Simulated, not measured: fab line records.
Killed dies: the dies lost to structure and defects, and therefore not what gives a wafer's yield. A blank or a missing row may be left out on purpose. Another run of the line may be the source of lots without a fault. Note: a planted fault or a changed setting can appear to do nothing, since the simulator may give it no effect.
Chamber matching ; flow gf180mcu ; GF_V2_CMP_04 on cmp-02: 4 sister chambers
The step polishes SiO2. 8 wafers are shown with their chamber, then 12 later ones without.

WAFERS, EACH WITH ITS CHAMBER
wafer;chamber;motor current A (A);time to endpoint s (s)
L082.4;1;12.3;86
L083.3;1;11.5;80
L086.1;2;10.6;79
L086.4;0;13.0;80
L086.6;2;10.2;82
L087.1;3;13.9;83
L087.5;3;13.6;92
L087.6;0;13.0;86

WAFERS WITHOUT THEIR CHAMBER
wafer;motor current A (A);time to endpoint s (s)
L092.4;13.7;84
L092.5;13.0;86
L092.6;12.9;88
L092.1;14.3;80
L092.2;12.0;85
L092.3;10.5;78
L093.1;13.1;71
L093.2;10.4;76
L093.6;10.1;79
L096.1;10.3;80
L096.2;12.1;86
L096.3;13.1;79

CHAMBER TAKEN BY EACH
wafer;from the rows above;in truth
L092.4;can't be placed: 3 or 0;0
L092.5;can't be placed: 0 or 3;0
L092.6;can't be placed: 0 or 3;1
L092.1;can't be placed: 3 or 0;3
L092.2;1;1
L092.3;2;2
L093.1;can't be placed: 0 or 3 or 1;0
L093.2;2;2
L093.6;2;2
L096.1;2;2
L096.2;can't be placed: 1 or 0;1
L096.3;can't be placed: 0 or 3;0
Correctly placed: 5 of 12. Not placeable from these rows: 7 (in 6, the candidates include the true chamber). 0 placed wrongly.
How it was worked out, from the rows above alone: a wafer's distance from a chamber is the root of the sum, over the readings, of the square of ((its reading less the chamber's mean) divided by the reading's scatter). The wafer belongs to the nearest chamber; if the next one is less than 2 further off, it can't be placed. A chamber's mean is the mean of its shown wafers. The scatter: take each reading less its chamber's mean, square it, sum over the shown wafers, divide by the number of wafers less the number of chambers, and take the root.
